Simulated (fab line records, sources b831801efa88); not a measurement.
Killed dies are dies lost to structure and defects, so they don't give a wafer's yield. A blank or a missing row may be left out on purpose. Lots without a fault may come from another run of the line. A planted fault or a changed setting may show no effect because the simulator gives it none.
Which tool did it? | flow gf180mcu | 15 lots, 45 wafers sampled, at 5 steps of a route of 602

WHAT THE GAUGES READ, wafer by wafer
GF_MVPSD_OVL_MEAS_07.
lot  | measured     | on         | MVPSD_OVL (nm)
L495 | day 5 01:26  | overlay-01 | -1.6 -1.6 -0.4
L499 | day 6 01:45  | overlay-01 | 1.2 0.6 2.3
L500 | day 6 07:32  | overlay-02 | -1.2 -1.8 -1.6
L501 | day 6 12:54  | overlay-02 | -1.9 -0.7 -3.2
L502 | day 6 20:20  | overlay-01 | 0.0 0.7 -0.5
L503 | day 7 02:17  | overlay-01 | 0.7 -0.2 -1.7
L506 | day 7 18:38  | overlay-01 | -0.5 0.4 0.7
L510 | day 8 18:29  | overlay-02 | 0.4 0.0 0.0
L511 | day 9 01:02  | overlay-02 | 0.1 -0.5 -0.4
L512 | day 9 05:02  | overlay-01 | 2.3 0.7 3.2
L513 | day 9 10:16  | overlay-02 | 1.6 1.8 2.5
L514 | day 9 16:08  | overlay-01 | -1.0 0.2 0.3
L515 | day 9 23:07  | overlay-01 | 0.8 0.9 4.6
L517 | day 10 10:11 | overlay-01 | -0.8 -0.7 -1.1
L518 | day 10 18:29 | overlay-02 | 0.3 0.2 0.2

GF_VT_IMPLANT_TW_MEAS_32.
lot  | measured     | on            | VT_IMPLANT_3_TW
L495 | day 6 23:02  | film_metro-04 | 267 266 267
L499 | day 8 01:05  | film_metro-01 | 274 274 275
L500 | day 8 06:56  | film_metro-04 | 268 268 268
L501 | day 8 13:14  | film_metro-03 | 30 30 30
L502 | day 8 20:09  | film_metro-01 | 31 31 31
L503 | day 9 02:34  | film_metro-04 | 30 30 30
L506 | day 9 21:27  | film_metro-03 | 270 268 270
L510 | day 10 23:35 | film_metro-03 | 267 267 267
L511 | day 11 07:04 | film_metro-03 | 269 267 269
L512 | day 11 10:54 | film_metro-01 | 276 274 275
L513 | day 11 16:31 | film_metro-01 | 276 276 275
L514 | day 11 23:22 | film_metro-01 | 274 275 274
L515 | day 12 07:15 | film_metro-01 | 275 273 274
L517 | day 12 19:23 | film_metro-01 | 273 274 274
L518 | day 13 04:04 | film_metro-04 | 267 269 269

GF_VT_IMPLANT_RS_MEAS_48: measures by four-point-probe.
lot  | measured     | on            | LVPWELL_RS (ohm/sq)
L495 | day 7 15:33  | film_metro-01 | 1195.2 1196.4 1197.0
L499 | day 8 17:45  | film_metro-02 | 1194.0 1192.4 1194.9
L500 | day 9 00:44  | film_metro-02 | 1196.3 1194.9 1192.5
L501 | day 9 06:30  | film_metro-01 | 1200.9 1198.7 1199.3
L502 | day 9 13:16  | film_metro-04 | 1193.0 1194.5 1197.2
L503 | day 9 20:39  | film_metro-02 | 1191.9 1192.5 1195.2
L506 | day 10 16:09 | film_metro-02 | 1193.4 1196.3 1196.7
L510 | day 11 18:27 | film_metro-02 | 1196.8 1197.2 1192.3
L511 | day 12 02:14 | film_metro-01 | 1196.7 1196.0 1194.7
L512 | day 12 06:22 | film_metro-04 | 1199.9 1199.2 1201.2
L513 | day 12 12:37 | film_metro-01 | 1195.0 1193.1 1194.0
L514 | day 12 19:14 | film_metro-04 | 1202.2 1197.6 1197.2
L515 | day 13 03:18 | film_metro-04 | 1198.3 1199.2 1199.7
L517 | day 13 16:15 | film_metro-02 | 1194.2 1192.6 1194.5
L518 | day 14 00:52 | film_metro-01 | 1197.2 1197.8 1199.8

WHICH TOOL RAN EACH LOT (tool, then ch and the chambers of the sampled wafers, then the start)
lot  | GF_NWELL_STRIP_10                   | GF_VT_IMPLANT_IMPLANT_30
L495 | plasma_asher-03 ch 0,1, day 3 07:52 | implanter-02 ch 0, day 6 22:48
L499 | plasma_asher-03 ch 1, day 4 06:17   | implanter-03 ch 0, day 8 00:51
L500 | plasma_asher-03 ch 0,1, day 4 11:44 | implanter-03 ch 0, day 8 06:41
L501 | plasma_asher-04 ch 0,1, day 4 16:23 | implanter-01, day 8 13:00
L502 | plasma_asher-03 ch 0,1, day 4 22:34 | implanter-03, day 8 19:56
L503 | plasma_asher-01 ch 1, day 5 04:47   | implanter-03, day 9 02:19
L506 | plasma_asher-04 ch 0,1, day 5 20:40 | implanter-03 ch 0, day 9 21:12
L510 | plasma_asher-03 ch 0,1, day 6 18:14 | implanter-01 ch 0, day 10 23:21
L511 | plasma_asher-03 ch 1, day 7 00:49   | implanter-01 ch 0, day 11 06:49
L512 | plasma_asher-01 ch 0,1, day 7 04:26 | implanter-01 ch 0, day 11 10:41
L513 | plasma_asher-04 ch 0, day 7 09:34   | implanter-01 ch 0, day 11 16:12
L514 | plasma_asher-04 ch 0,1, day 7 14:50 | implanter-02 ch 0, day 11 23:08
L515 | plasma_asher-04 ch 0,1, day 7 20:07 | implanter-03 ch 0, day 12 07:00
L517 | plasma_asher-03 ch 0,1, day 8 06:20 | implanter-03 ch 0, day 12 19:09
L518 | plasma_asher-03 ch 0,1, day 8 13:38 | implanter-01 ch 0, day 13 03:50
- GF_NWELL_STRIP_10: strips in O2/N2.
- GF_VT_IMPLANT_IMPLANT_30

WHAT THE TOOLS THEMSELVES READ (means of the sampled wafers that have a number; where no wafer has one, the mark that the record gives instead)
GF_NWELL_STRIP_10.
lot  | tool            | drypump_motor_current_A (A) | heater_power_w (W) | oes_product_au (a.u.) | strip_time_to_endpoint_s (s)
L495 | plasma_asher-03 | 6.0                         | 285                | 0.724                 | 36.91
L499 | plasma_asher-03 | 6.2                         | 293                | 0.722                 | 36.97
L500 | plasma_asher-03 | 6.0                         | 291                | 0.725                 | 36.81
L501 | plasma_asher-04 | 5.4                         | 357                | 0.724                 | 37.02
L502 | plasma_asher-03 | 6.0                         | 297                | 0.724                 | 36.97
L503 | plasma_asher-01 | 5.7                         | 361                | 0.723                 | 37.03
L506 | plasma_asher-04 | 5.4                         | 356                | 0.721                 | 37.14
L510 | plasma_asher-03 | 6.0                         | 297                | 0.725                 | 36.69
L511 | plasma_asher-03 | 6.2                         | 306                | 0.723                 | 36.99
L512 | plasma_asher-01 | 5.4                         | 331                | 0.721                 | 36.95
L513 | plasma_asher-04 | 6.0                         | 416                | 0.723                 | 36.84
L514 | plasma_asher-04 | 5.7                         | 391                | 0.723                 | 36.77
L515 | plasma_asher-04 | 5.7                         | 394                | 0.719                 | 36.96
L517 | plasma_asher-03 | 5.8                         | 296                | 0.722                 | 36.85
L518 | plasma_asher-03 | 6.0                         | 302                | 0.727                 | 36.91

GF_VT_IMPLANT_IMPLANT_30.
lot  | tool         | beam_energy_keV | beam_on_s (s)
L495 | implanter-02 | 25.009          | 9.80
L499 | implanter-03 | 24.992          | 9.91
L500 | implanter-03 | 24.996          | 10.03
L501 | implanter-01 | -               | -
L502 | implanter-03 | -               | -
L503 | implanter-03 | -               | -
L506 | implanter-03 | 24.997          | 9.96
L510 | implanter-01 | 24.999          | 9.98
L511 | implanter-01 | 25.008          | 10.11
L512 | implanter-01 | 25.003          | 10.02
L513 | implanter-01 | 24.999          | 9.83
L514 | implanter-02 | 25.006          | 9.83
L515 | implanter-03 | 24.995          | 10.01
L517 | implanter-03 | 24.999          | 10.03
L518 | implanter-01 | 24.992          | 10.01

THE ANSWER, worked out from the rows above alone
Rule: what is usual is taken from the lots themselves. Put in order of their means at a reading, lots are off if they are a third of the lots or fewer, leave a main group of 4 or more, and stand apart from it by a gap of 3 or more times the standard deviation of the main group's means; of several such gaps the widest counts. A main group whose means are all the same, to the digits that the tables above print for the reading, isn't used. A lot without any number at a reading at which 4 lots or more have one is off too. The other lots that the step has rows for count as sound. The gauges are gone through in route order, then the tools' own readings, and for those a lot's mean is taken as printed above. The first step at which some lot is off is used, and at that step the reading that is off furthest; a lot without a number counts as furthest.
Off: L501, L502, L503, at GF_VT_IMPLANT_TW_MEAS_32 (VT_IMPLANT_3_TW). The main group: mean 271, standard deviation 3.4.
A tool fits if, at a process step before that reading, it ran every lot that is off, and no sound lot after the first of them. The gauges at GF_VT_IMPLANT_TW_MEAS_32 aren't tried: what is off there is off at GF_VT_IMPLANT_IMPLANT_30 too, on other tools, and a gauge's error can't cause that. None of those tried fits.

WHAT THE SIMULATOR HAD PUT IN
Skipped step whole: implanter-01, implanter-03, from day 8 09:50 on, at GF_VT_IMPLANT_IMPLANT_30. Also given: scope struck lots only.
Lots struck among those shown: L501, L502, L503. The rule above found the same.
